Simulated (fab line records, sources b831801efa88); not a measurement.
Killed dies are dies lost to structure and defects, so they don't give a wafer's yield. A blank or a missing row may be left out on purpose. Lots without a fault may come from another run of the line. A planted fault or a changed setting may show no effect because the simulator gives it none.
fab line records | flow sky130
record lots=6 wafers=18 last_day=50
route steps=708 shown VT_ADJUST_HVTP@93 VT_ADJUST_LVTN@97 PAD_OPEN@708
lots that met no fault: from a run of the same line without faults
start_h: hours from the record's first day to the start of the lot's first wafer shown | wait_h: hours since the lot's step before | " the same as in the row above | L1.1+2: a row that stands for several wafers | - no value, or no start given | * or withheld: withheld | < > ~ a bound
route shown NAME@n: a module of which the file shows steps, and the number in the route of the first | usual: mean/standard deviation of fault-free wafers | same: alike in all rows | chamber/n: place in a boat | sites: the reading at each site | _std_site: their standard deviation | _edge_site: outer sites' mean less inner sites' | radius_mm: how far each site lies from the wafer's centre | mask NAME#n: copy n | behind: the tool/chamber that last shaped the wafer | hold: why the lot was held/for how many hours/how that ended | device: the transistor (n, p or np) that didn't switch | end of line: the same wafers' tests at the end of the route | a step without rows: its recipe alone | killed: dies lost to structure and defects at the first sort, not the wafer's yield | map: a wafer's dies, x killed, . not, _ none there
set.NAME: the setting as run; set.NAME@STEP: as run at that earlier step | model.NAME: the simulator's own value behind a step, which no gauge read
lots at some steps of the route; a table a step, a row a wafer
services: from which hour (start_h, from the record's first day; less than 0 if before it) a tool's chamber was out of use, for how many hours, and why
## steps
# step SKY_VT_ADJUST_HVTP_OVL_MEAS_08
# usual VT_ADJUST_HVTP_OVL=0.5/1.4
# columns lot.wafer tool chamber start_h wait_h VT_ADJUST_HVTP_OVL[nm]
L627.1 overlay-01 - 120.72 0.1 0.2
L627.2 " - " " 0.7
L627.6 " - " " 1.4
L635.1 overlay-01 - 173.37 0.1 0.8
L635.2 " - " " 1.5
L635.4 " - " " 1.1
L636.1 overlay-01 - 180.68 0.1 1.1
L636.2 " - " " 0.1
L636.4 " - " " 0.7
L646.1 overlay-01 - 242.58 0.1 0.1
L646.3 " - " " 0.7
L646.5 " - " " -1.1
L648.1 overlay-01 - 253.35 0.1 -1.7
L648.3 " - " " -1.4
L648.4 " - " " -0.5
L649.3 overlay-01 - 260.20 0.1 0.0
L649.4 " - " " 1.3
L649.5 " - " " 1.6
# step SKY_VT_ADJUST_HVTP_IMPLANT_09
# recipe species=As energy_kev=150 dose_cm2=4.3e+12 tilt_deg=withheld
# step SKY_VT_ADJUST_HVTP_STRIP_10
# recipe chemistry=O2/N2 power_w=1400 pressure_mtorr=1500 platen_temp_c=withheld o2_flow_sccm=3000 n2_flow_sccm=300 overash_fraction=0.5
# usual drypump_motor_current_A=5.4/0.35 n2_flow_sccm=300.1/0.85 oes_product_au=0.715/0.0048 strip_time_to_endpoint_s=14.20/0.051
# columns lot.wafer tool chamber start_h wait_h drypump_motor_current_A n2_flow_sccm oes_product_au rf_hours_counter_h strip_time_to_endpoint_s
L627.1 plasma_asher-01 0 120.91 0.1 5.4 299.6 0.713 31 14.12
L627.2 " 1 " " 4.9 299.5 0.713 31 14.11
L627.6 " 1 " " 4.9 300.4 0.718 - 14.11
L635.1 plasma_asher-02 1 173.56 0.1 5.3 299.1 0.711 47 14.10
L635.2 " 0 " " 6.0 300.4 0.711 47 14.14
L635.4 " 0 " " 6.0 300.0 0.716 - 14.12
L636.1 plasma_asher-01 0 180.87 0.1 5.5 299.9 0.719 37 14.22
L636.2 " 1 " " 4.9 299.9 0.712 37 14.23
L636.4 " 0 " " 5.4 300.1 0.716 - 14.19
L646.1 plasma_asher-01 0 242.77 0.1 5.5 300.3 0.719 43 14.24
L646.3 " 1 " " 4.9 299.0 0.715 - 14.23
L646.5 " 1 " " 4.9 299.5 0.710 - 14.25
L648.1 plasma_asher-02 1 253.54 0.1 5.3 298.6 0.720 55 14.15
L648.3 " 0 " " 6.0 300.7 0.716 - 14.21
L648.4 " 1 " " 5.3 299.5 0.718 - 14.14
L649.3 plasma_asher-04 1 260.40 0.1 5.4 300.4 0.713 - 14.09
L649.4 " 0 " " 5.1 301.1 0.720 - 14.14
L649.5 " 0 " " 5.1 301.6 0.723 - 14.18
# step SKY_VT_ADJUST_HVTP_TW_MEAS_11
# usual VT_ADJUST_HVTP_TW=1363/6.1
# columns lot.wafer tool chamber start_h wait_h VT_ADJUST_HVTP_TW
L627.1 film_metro-01 - 121.01 0.1 1349
L627.2 " - " " 1359
L627.6 " - " " 1350
L635.1 film_metro-01 - 173.66 0.1 1364
L635.2 " - " " 1357
L635.4 " - " " 1359
L636.1 film_metro-01 - 180.97 0.1 1358
L636.2 " - " " 1367
L636.4 " - " " 1361
L646.1 film_metro-04 - 242.87 0.1 1375
L646.3 " - " " 1372
L646.5 " - " " 1366
L648.1 film_metro-01 - 253.64 0.1 1371
L648.3 " - " " 1360
L648.4 " - " " 1370
L649.3 film_metro-04 - 260.49 0.1 1370
L649.4 " - " " 1369
L649.5 " - " " 1372
# step SKY_VT_ADJUST_LVTN_DEHYDRATE_00
# recipe temp_c=200 time_s=60
# step SKY_VT_ADJUST_LVTN_HMDS_01
# recipe prime_time_s=60 prime_temp_c=120
# step SKY_VT_ADJUST_LVTN_COAT_02
# recipe spin_rpm=2000 resist_thk_nm=3000
# step SKY_VT_ADJUST_LVTN_SOFTBAKE_03
# recipe temp_c=110 time_s=withheld
# step SKY_VT_ADJUST_LVTN_EXPOSE_04
# recipe mask_id=NWM_COMPLEMENT_LESS_NATIVE na=0.6 source_shape=conventional sigma_outer=0.6 polarization=unpolarized target_cd_nm=840 dose_mj=194
# step SKY_VT_ADJUST_LVTN_PEB_05
# recipe temp_c=115 time_s=withheld
# step SKY_VT_ADJUST_LVTN_DEVELOP_06
# recipe wall_angle_deg=90 developer=TMAH develop_time_s=60 dev_temp_c=23
# step SKY_VT_ADJUST_LVTN_OVL_MEAS_07
# usual VT_ADJUST_LVTN_OVL=0.8/1.3
# columns lot.wafer tool chamber start_h wait_h VT_ADJUST_LVTN_OVL[nm]
L627.1 overlay-01 - 140.13 - 3.5
L627.2 " - " " 2.3
L627.6 " - " " 2.5
L635.1 overlay-01 - 194.40 - 0.0
L635.2 " - " " 1.2
L635.4 " - " " 2.2
L636.1 overlay-01 - 201.80 - 2.9
L636.2 " - " " 2.1
L636.4 " - " " 2.0
L646.1 overlay-01 - 266.45 - -0.7
L646.3 " - " " -0.9
L646.5 " - " " -1.5
L648.1 overlay-01 - 277.86 - 1.1
L648.3 " - " " 2.5
L648.4 " - " " 1.8
L649.3 overlay-01 - 283.94 - 0.0
L649.4 " - " " -2.0
L649.5 " - " " 0.8
# step SKY_VT_ADJUST_LVTN_IMPLANT_08
# recipe species=B energy_kev=30 dose_cm2=1.57e+12 tilt_deg=withheld
# usual dose_ions_cm2=1.5703e+12/1.6e+09 faraday_current_uA=8.84/0.17
# columns lot.wafer tool chamber start_h wait_h dose_ions_cm2 faraday_current_uA
L627.1 implanter-04 0 140.17 0.0 1.5711e+12 8.87
L627.2 " 0 " " 1.5705e+12 9.05
L627.6 " 0 " " 1.5717e+12 8.82
L635.1 implanter-02 0 194.44 0.0 2.1092e+12 11.97
L635.2 " 0 " " 2.1087e+12 11.59
L635.4 " 0 " " 2.1095e+12 11.90
L636.1 implanter-02 0 201.84 0.0 2.1101e+12 12.15
L636.2 " 0 " " 2.1095e+12 11.56
L636.4 " 0 " " 2.1082e+12 12.24
L646.1 implanter-04 0 266.49 0.0 1.5723e+12 8.58
L646.3 " 0 " " 1.5717e+12 9.01
L646.5 " 0 " " 1.5715e+12 8.96
L648.1 implanter-04 0 277.89 0.0 1.5699e+12 8.59
L648.3 " 0 " " 1.5736e+12 8.91
L648.4 " 0 " " 1.5682e+12 8.93
L649.3 implanter-02 0 284.02 0.1 1.5723e+12 8.71
L649.4 " 0 " " 1.5737e+12 9.06
L649.5 " 0 " " 1.5722e+12 8.80
# step SKY_VT_ADJUST_LVTN_STRIP_09
# recipe chemistry=O2/N2 power_w=1400 pressure_mtorr=1500 platen_temp_c=withheld o2_flow_sccm=3000 n2_flow_sccm=300 overash_fraction=0.5
# usual drypump_motor_current_A=5.5/0.33 n2_flow_sccm=300.0/0.83 oes_product_au=0.722/0.0044 strip_time_to_endpoint_s=36.96/0.1
# columns lot.wafer tool chamber start_h wait_h drypump_motor_current_A n2_flow_sccm oes_product_au rf_hours_counter_h strip_time_to_endpoint_s
L627.1 plasma_asher-03 0 140.32 0.1 5.6 300.2 0.715 2 36.98
L627.2 " 1 " " 5.7 301.4 0.720 2 36.95
L627.6 " 0 " " 5.6 301.3 0.720 - 37.06
L635.1 plasma_asher-02 0 194.59 0.1 6.0 299.2 0.728 49 37.06
L635.2 " 1 " " 5.3 301.3 0.723 49 37.15
L635.4 " 0 " " 6.0 300.3 0.725 - 37.13
L636.1 plasma_asher-03 0 201.99 0.1 5.6 299.9 0.713 8 36.94
L636.2 " 1 " " 5.7 299.1 0.727 8 36.94
L636.4 " 0 " " 5.6 299.4 0.718 - 36.92
L646.1 plasma_asher-03 1 266.64 0.1 5.7 298.8 0.724 15 36.91
L646.3 " 1 " " 5.7 300.5 0.717 - 36.85
L646.5 " 1 " " 5.7 299.4 0.718 - 36.83
L648.1 plasma_asher-03 1 278.04 0.1 5.7 300.8 0.719 16 36.91
L648.3 " 1 " " 5.7 299.5 0.719 - 36.87
L648.4 " 0 " " 5.6 299.1 0.714 - 36.79
L649.3 plasma_asher-01 0 284.15 0.1 5.5 299.9 0.728 - 36.95
L649.4 " 1 " " 4.9 299.9 0.727 - 36.99
L649.5 " 1 " " 4.8 299.3 0.722 - 36.94
# step SKY_VT_ADJUST_LVTN_TW_MEAS_10
# usual VT_ADJUST_LVTN_TW=243.2/1.1
# columns lot.wafer tool chamber start_h wait_h VT_ADJUST_LVTN_TW
L627.1 film_metro-03 - 140.42 0.1 243.2
L627.2 " - " " 243.5
L627.6 " - " " 243.6
L635.1 film_metro-03 - 194.69 0.1 266.5
L635.2 " - " " 265.9
L635.4 " - " " 265.7
L636.1 film_metro-02 - 202.09 0.1 265.4
L636.2 " - " " 265.7
L636.4 " - " " 266.9
L646.1 film_metro-03 - 266.74 0.1 241.7
L646.3 " - " " 241.8
L646.5 " - " " 241.8
L648.1 film_metro-03 - 278.14 0.1 241.7
L648.3 " - " " 241.4
L648.4 " - " " 242.7
L649.3 film_metro-01 - 284.24 0.1 241.9
L649.4 " - " " 241.6
L649.5 " - " " 243.1
# step SKY_VT_ADJUST_LVTN_DEHYDRATE_11
# recipe temp_c=200 time_s=60
# step SKY_PAD_OPEN_PROBE_99
# usual killed_at_M0_to_M3=43/6.9 killed_at_M4_up=3.1/1.8 killed_at_contacts=24/5.1 killed_at_front_end=15/4.8 killed_at_other=0.3/0.48 killed_dies=86/8.9 killed_open=47/6.8 killed_short=39/6.3
# same gross_dies=492 killed_at_back_side=0
# columns lot.wafer tool chamber start_h wait_h killed_at_M0_to_M3 killed_at_M4_up killed_at_contacts killed_at_front_end killed_at_other killed_dies killed_open killed_short model.etest.nfet_01v8_lvt.vt_sat_v model.etest.nfet_01v8_lvt.vt_long_v model.etest.nfet_01v8_lvt.body_rise_v
L627.1 prober-02 - 1069.15 0.1 43 1 25 13 1 83 49 34 0.5587 0.4506 0.1503
L627.2 prober-02 - 1069.20 0.1 51 4 23 13 0 91 54 37 0.5456 0.4348 0.1461
L627.6 prober-02 - 1069.40 0.2 46 3 16 19 0 84 41 43 0.5658 0.4445 0.149
L635.1 prober-01 - 1127.28 0.1 35 4 26 14 0 79 40 38 0.5448 0.4432 0.1516
L635.2 prober-01 - 1127.33 0.1 50 2 25 13 0 90 52 37 0.564 0.4465 0.1499
L635.4 prober-01 - 1127.43 0.2 52 2 28 6 0 88 47 41 0.5518 0.4411 0.1472
L636.1 prober-01 - 1128.22 0.1 29 2 23 20 0 74 36 38 0.5533 0.4494 0.1527
L636.2 prober-01 - 1128.27 0.1 46 7 15 19 0 87 44 43 0.5392 0.4499 0.1559
L636.4 prober-01 - 1128.37 0.2 43 2 22 15 0 82 44 38 0.5436 0.447 0.1529
L646.1 prober-01 - 1182.12 0.1 31 1 24 11 1 68 39 29 0.5412 0.4383 0.1464
L646.3 prober-01 - 1182.22 0.2 42 3 29 15 0 89 51 38 0.5456 0.4405 0.1471
L646.5 prober-01 - 1182.32 0.2 49 1 24 18 0 92 54 37 0.5465 0.4348 0.1449
L648.1 prober-01 - 1189.33 0.1 42 3 24 14 0 83 39 44 0.5453 0.4389 0.1446
L648.3 prober-01 - 1189.43 0.2 43 4 24 17 0 88 50 38 0.5326 0.4308 0.1402
L648.4 prober-01 - 1189.48 0.2 37 4 22 14 0 77 43 34 0.5404 0.4444 0.1433
L649.3 prober-02 - 1192.12 0.2 49 2 32 19 0 102 59 43 0.5413 0.4382 0.1432
L649.4 prober-02 - 1192.17 0.2 32 3 29 13 0 77 43 34 0.5304 0.435 0.1424
L649.5 prober-02 - 1192.22 0.2 55 2 27 12 0 96 53 43 0.541 0.442 0.146
# killed by level:class
L627.1 VIA1:geometric_particle:open=12 CONTACT:geometric_particle:open=11 VIA3:geometric_particle:open=9 CONTACT:geometric_particle:short=8 METAL1:geometric_particle:short=7 FIELD_ISO:geometric_particle:open=5 METAL3:geometric_particle:short=4 POLY_GATE:geometric_particle:open=3
L627.2 VIA1:geometric_particle:open=10 VIA2:geometric_particle:open=10 LI_CONTACT:geometric_particle:open=9 CONTACT:geometric_particle:short=6 METAL3:geometric_particle:short=6 CONTACT:geometric_particle:open=5 METAL2:geometric_particle:open=5 VIA3:geometric_particle:open=5
L627.6 METAL2:geometric_particle:short=9 CONTACT:geometric_particle:open=8 VIA1:geometric_particle:open=7 VIA2:geometric_particle:open=7 FIELD_ISO:geometric_particle:open=6 VIA3:geometric_particle:open=5 FIELD_ISO:geometric_particle:short=4 POLY_GATE:geometric_particle:open=4
L635.1 VIA1:geometric_particle:open=12 CONTACT:geometric_particle:open=9 METAL1:geometric_particle:short=7 FIELD_ISO:geometric_particle:open=6 LI_CONTACT:geometric_particle:short=5 LOCAL_INTERCONNECT:geometric_particle:short=4 CONTACT:geometric_particle:short=4 FIELD_ISO:geometric_particle:short=3
L635.2 VIA1:geometric_particle:open=21 LI_CONTACT:geometric_particle:open=8 VIA1:geometric_particle:short=7 VIA3:geometric_particle:open=6 CONTACT:geometric_particle:open=6 CONTACT:geometric_particle:short=6 POLY_GATE:geometric_particle:short=3 METAL1:geometric_particle:short=3
L635.4 VIA1:geometric_particle:open=13 VIA1:geometric_particle:short=9 LI_CONTACT:geometric_particle:open=8 METAL1:geometric_particle:short=7 CONTACT:geometric_particle:open=6 VIA2:geometric_particle:open=6 VIA3:geometric_particle:open=6 CONTACT:geometric_particle:short=5
L636.1 VIA1:geometric_particle:open=8 CONTACT:geometric_particle:open=7 LI_CONTACT:geometric_particle:open=6 FIELD_ISO:geometric_particle:open=5 POLY_GATE:geometric_particle:short=5 CONTACT:geometric_particle:short=5 FIELD_ISO:geometric_particle:short=4 POLY_GATE:geometric_particle:open=4
L636.2 VIA3:geometric_particle:open=9 CONTACT:geometric_particle:open=7 FIELD_ISO:geometric_particle:open=6 VIA1:geometric_particle:short=6 METAL2:geometric_particle:short=6 VIA1:geometric_particle:open=6 POLY_GATE:geometric_particle:short=4 METAL1:geometric_particle:short=4
L636.4 VIA1:geometric_particle:open=10 LI_CONTACT:geometric_particle:open=9 VIA3:geometric_particle:open=9 FIELD_ISO:geometric_particle:short=5 FIELD_ISO:geometric_particle:open=4 LI_CONTACT:geometric_particle:short=4 METAL2:geometric_particle:short=4 CONTACT:geometric_particle:open=4
L646.1 LI_CONTACT:geometric_particle:open=8 CONTACT:geometric_particle:open=8 VIA2:geometric_particle:short=5 VIA1:geometric_particle:open=5 FIELD_ISO:geometric_particle:open=4 CONTACT:geometric_particle:short=4 METAL1:geometric_particle:short=4 FIELD_ISO:geometric_particle:short=3
L646.3 CONTACT:geometric_particle:open=11 LI_CONTACT:geometric_particle:open=10 VIA3:geometric_particle:open=9 CONTACT:geometric_particle:short=6 METAL2:geometric_particle:short=6 FIELD_ISO:geometric_particle:open=5 VIA1:geometric_particle:open=4 VIA2:geometric_particle:open=4
L646.5 CONTACT:geometric_particle:open=11 VIA1:geometric_particle:open=10 METAL1:geometric_particle:short=8 VIA3:geometric_particle:open=7 LOCAL_INTERCONNECT:geometric_particle:short=6 FIELD_ISO:geometric_particle:open=5 VIA1:geometric_particle:short=5 VIA2:geometric_particle:open=5
L648.1 FIELD_ISO:geometric_particle:short=7 LI_CONTACT:geometric_particle:open=7 VIA3:geometric_particle:open=7 CONTACT:geometric_particle:open=7 VIA1:geometric_particle:open=6 VIA2:geometric_particle:short=6 METAL1:geometric_particle:short=5 FIELD_ISO:geometric_particle:open=4
L648.3 VIA1:geometric_particle:open=12 CONTACT:geometric_particle:open=9 METAL2:geometric_particle:short=7 VIA2:geometric_particle:open=6 FIELD_ISO:geometric_particle:open=5 VIA1:geometric_particle:short=5 LOCAL_INTERCONNECT:geometric_particle:short=4 CONTACT:geometric_particle:short=4
L648.4 CONTACT:geometric_particle:open=9 VIA1:geometric_particle:open=9 LI_CONTACT:geometric_particle:open=6 METAL1:geometric_particle:short=6 VIA1:geometric_particle:short=6 FIELD_ISO:geometric_particle:open=5 METAL2:geometric_particle:short=4 POLY_GATE:geometric_particle:open=3
L649.3 VIA1:geometric_particle:open=17 LI_CONTACT:geometric_particle:open=13 VIA3:geometric_particle:open=7 VIA1:geometric_particle:short=6 FIELD_ISO:geometric_particle:open=5 POLY_GATE:geometric_particle:short=5 LOCAL_INTERCONNECT:geometric_particle:short=5 CONTACT:geometric_particle:short=5
L649.4 CONTACT:geometric_particle:open=9 LI_CONTACT:geometric_particle:open=8 VIA2:geometric_particle:open=6 VIA3:geometric_particle:open=6 CONTACT:geometric_particle:short=5 VIA1:geometric_particle:open=5 FIELD_ISO:geometric_particle:short=4 POLY_GATE:geometric_particle:short=3
L649.5 VIA1:geometric_particle:open=15 LI_CONTACT:geometric_particle:open=9 VIA2:geometric_particle:open=8 CONTACT:geometric_particle:open=7 METAL1:geometric_particle:short=7 VIA3:geometric_particle:short=6 FIELD_ISO:geometric_particle:open=5 VIA3:geometric_particle:open=5
## services
# columns tool chamber start_h hours kind
plasma_asher-03 - 108.75 9.0 pm
plasma_asher-03 0 108.75 9.0 vent_cycle
plasma_asher-03 1 108.75 9.0 vent_cycle
plasma_asher-04 - 109.11 1.8 repair
plasma_asher-03 0 117.75 - clean
plasma_asher-03 1 117.75 - clean
plasma_asher-02 - 131.99 4.3 repair
implanter-02 - 133.31 4.5 pm
plasma_asher-04 - 178.44 7.0 repair
plasma_asher-04 - 206.04 1.6 repair
## key
first_sign step=SKY_VT_ADJUST_LVTN_IMPLANT_08 reading=dose_ions_cm2 direction=up sigmas=99+ usual=* struck=*
effect step=SKY_VT_ADJUST_LVTN_IMPLANT_08 reading=faraday_current_uA direction=up sigmas=18 usual=8.84 struck=11.90
effect step=SKY_VT_ADJUST_LVTN_TW_MEAS_10 reading=VT_ADJUST_LVTN_TW direction=up sigmas=21 usual=243.2 struck=266.0
model_effect step=SKY_PAD_OPEN_PROBE_99 value=etest.nfet_01v8_lvt.vt_sat_v without=0.5304 struck=0.5495
met_at SKY_VT_ADJUST_LVTN_IMPLANT_08
struck_wafers L635.1,L635.2,L635.4,L636.1,L636.2,L636.4
tester_left_out L635,L636
fault kind=process_parameter_drift tool=implanter-02 chamber=- onset_h=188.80 steps=SKY_VT_ADJUST_LVTN_IMPLANT_08 channel=dose_cm2 offset=* shape=step end_h=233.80 acts_in=* stated=*
# tester_left_out: of these lots the tester's yield and bins aren't shown, on N5 and GAA mostly nor the transistor test; their killed dies are dies lost to structure and defects alone, not to doping, threshold or leakage, so they don't give the yield
